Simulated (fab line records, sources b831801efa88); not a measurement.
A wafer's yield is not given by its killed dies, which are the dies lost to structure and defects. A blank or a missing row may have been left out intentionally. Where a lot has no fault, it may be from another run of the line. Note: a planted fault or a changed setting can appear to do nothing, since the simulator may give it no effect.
Split-lot study ; flow gf180mcu ; 5 lots, 23 wafers read, on a route of 602 steps

## THE SPLIT ITSELF
At GF_SAB_DEVELOP_08 (develop time 60 s), the setting developTimeS was moved away from the recipe's 60 s on 10 of the 23 wafers read, by -12.3% to -4.0%. All remaining wafers had this setting at the recipe value.

There is no step in the file separating the split from the reading.

## THE READING
cdNm, in nm, at GF_SAB_CD_MEAS_09 (target cd 420 nm). Typical for fault-free wafers on this fab line: 421.6 nm, with standard deviation 1.9 nm.

wafer;tool, chamber at the split;developTimeS as run, s;against the recipe;cdNm, nm;against lot-mates on the recipe
L075.1;lithoTrack-01, 0;60;recipe;422.4;-
L075.2;lithoTrack-01, 0;57.06;-4.9%;428.2;+5.4
L075.3;lithoTrack-01, 0;60;recipe;423.9;-
L075.5;lithoTrack-01, 0;57.06;-4.9%;428.4;+5.6
L075.6;lithoTrack-01, 0;60;recipe;422.2;-
L077.1;lithoTrack-02, 0;60;recipe;424.3;-
L077.2;lithoTrack-02, 0;60;recipe;424.3;-
L077.5;lithoTrack-02, 0;60;recipe;425.7;-
L082.1;lithoTrack-02, 0;57.61;-4.0%;423.9;+1.9
L082.2;lithoTrack-02, 0;57.61;-4.0%;424.9;+2.9
L082.4;lithoTrack-02, 0;60;recipe;422.4;-
L082.5;lithoTrack-02, 0;57.61;-4.0%;423.7;+1.8
L082.6;lithoTrack-02, 0;60;recipe;421.5;-
L083.1;lithoTrack-04, 0;60;recipe;420.6;-
L083.2;lithoTrack-04, 0;56.68;-5.5%;425.3;+5.1
L083.3;lithoTrack-04, 0;60;recipe;419.8;-
L083.5;lithoTrack-04, 0;56.68;-5.5%;422.6;+2.4
L083.6;lithoTrack-04, 0;56.68;-5.5%;425.6;+5.4
L084.1;lithoTrack-04, 0;60;recipe;422.0;-
L084.3;lithoTrack-04, 0;60;recipe;421.8;-
L084.4;lithoTrack-04, 0;60;recipe;422.4;-
L084.5;lithoTrack-04, 0;52.62;-12.3%;434.5;+12.4
L084.6;lithoTrack-04, 0;52.62;-12.3%;433.5;+11.4

FIT RESULTS
A straight line over all 23 wafers: cdNm changes by -0.837 nm for each +1% of developTimeS; r = -0.87; the points scatter about the line by 1.9 nm.
The same after taking each lot's own level away (the mean of its wafers on the recipe; 23 wafers): -0.932 nm for each +1%; r = -0.96; scatter 1 nm.
Per that fit: largest developTimeS move, reading shift of 11 nm.
The span of the lots' own levels, 420.20 to 424.77 nm, comes to 2.4 times the standard deviation stated above.
So the lot-to-lot level changes the slope: the two fits differ.
Check: +10.7 nm against its lot-mates is what the line predicts for one of the wafers moved furthest among these (-12.3%) when that wafer is left out of the fit. It came out at +12.4 nm against them.

## ADDITIONAL SPLITS CARRIED BY THESE WAFERS
Note: prior to the reading, these wafers also went through further splits. Each is held against what the fit with the lots' levels taken away leaves over:
other split on the same wafers;wafers away from the commonest value;r with cdNm (lot level and that fit taken away)
GF_HV_LDD_IMPLANT_09 doseCm2;5;+0.34
GF_HV_LDD_DEVELOP_18 developTimeS;7;-0.01
GF_HV_LDD_IMPLANT_21 energyKev;4;+0.26
GF_HV_LDD_SOFTBAKE_27 timeS;7;+0.15
GF_NSD_COAT_02 resistThkNm;4;+0.06
GF_PSD_DEVELOP_06 developTimeS;7;-0.06
GF_PSD_STRIP_10 o2FlowSccm;5;-0.47

## THE WHOLE CHAIN: every reading that the file lists as answering this split, in the file's order
step;what it does;reading;change (the file's fit);r (the file's)
GF_SAB_CD_MEAS_09;target cd 420 nm;cdNm;-0.93 nm for each +1% of the setting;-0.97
GF_SAB_ETCH_11;etches SiO2 in C4F8/O2/Ar, target depth 55 nm, time 8.5 s;SAB.cdNm (the simulator's own value, which no gauge read);-0.909 nm for each +1% of the setting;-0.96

## FILE'S OWN FIT
cdNm changes by -0.93 nm for each +1% of developTimeS, r = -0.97.
